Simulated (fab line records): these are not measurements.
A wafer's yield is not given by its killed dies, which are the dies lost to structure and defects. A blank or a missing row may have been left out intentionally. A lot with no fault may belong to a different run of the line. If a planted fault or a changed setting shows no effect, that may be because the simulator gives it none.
8D (eight disciplines) problem report, filled in by code -- flow sky130 -- the parts of the form that need people (team, actions taken, sign-off) are left out

1. WHAT IS WRONG
killed at front end at SKY_PAD_OPEN_PROBE_99 reads a mean of 76 on 9 wafers of 3 lots; wafers without a fault read 15 with a standard deviation of 4.6. That is +13 standard deviations from the usual mean.
Seen first at day 48 00:52 on prober-02, wafer L850.3. At this step, 9 wafers from 3 lots have a number in the record. Rule for "out" (also "out of limits"): further than 4 standard deviations from the usual mean. All remaining wafers that have a number are taken as sound.

2. WHAT IT IS; WHAT IT IS NOT
question,is,is not
which readings at this step,"killed at front end, killed dies","killed_at_M0_to_M3, killed_at_M4_up, killed at contacts, killed open, killed short"
which lots,"L850, L851, L852",-
which wafers of those lots,all that have a number,-
read on which tools,"prober-01, prober-02",-
when,from day 48 00:52,up to then (0 sound wafers)

3. WHAT RULES OUT EACH SUSPECT
Counting: a tool at a process step up to the reading stays a suspect if it ran every lot that is out and no sound lot after the first of them.
- lpcvd-02 at SKY_SONOS_ONO_CVD_02 (deposits Si3N4 from DCS/NH3, target thk 10.5 nm, time 180 s): kept. It ran every lot that is out, first L850 (day 14 10:37), and no sound lot after that.
After counting, what remains is lpcvd-02 at SKY_SONOS_ONO_CVD_02.

4. THE CAUSE (what the simulator had put in)
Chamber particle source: lpcvd-02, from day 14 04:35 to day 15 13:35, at SKY_SONOS_ONO_CVD_02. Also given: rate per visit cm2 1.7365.
This tool alone remained once counting was done.

5. THE EFFECT CHAIN, in route order
One row per reading whose mean, taken over the struck wafers that have a number, lies over 3 standard deviations from the usual. Only readings whose record carries a usual standard deviation are examined. hours: median over the lots of the time between each lot's start at the first step of this table that gives one and its start at this step. sigmas: the change, counted in usual standard deviations.
hours,step,reading,usual,on struck wafers,change,sigmas
0,SKY_PAD_OPEN_PROBE_99,killed at front end,15,76,+61,+13
0,SKY_PAD_OPEN_PROBE_99,killed dies,86,144,+58,+6.3
The process steps in it:
- SKY_PAD_OPEN_PROBE_99

6. HOW IT WOULD HAVE BEEN CAUGHT EARLIER
In this record the first reading out of limits was taken at day 48 00:52, 812 hours after the fault began at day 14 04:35.
Of the tool readings at SKY_SONOS_ONO_CVD_02 for which the record gives a usual standard deviation, none was out on any struck wafer, so an alarm limit of 4 standard deviations on them would not have fired.
The start of SKY_SONOS_ONO_CVD_02 on lpcvd-02 came by day 48 00:52 for every one of the lots that are out (3). A hold on the tool at that time would have spared none of them.
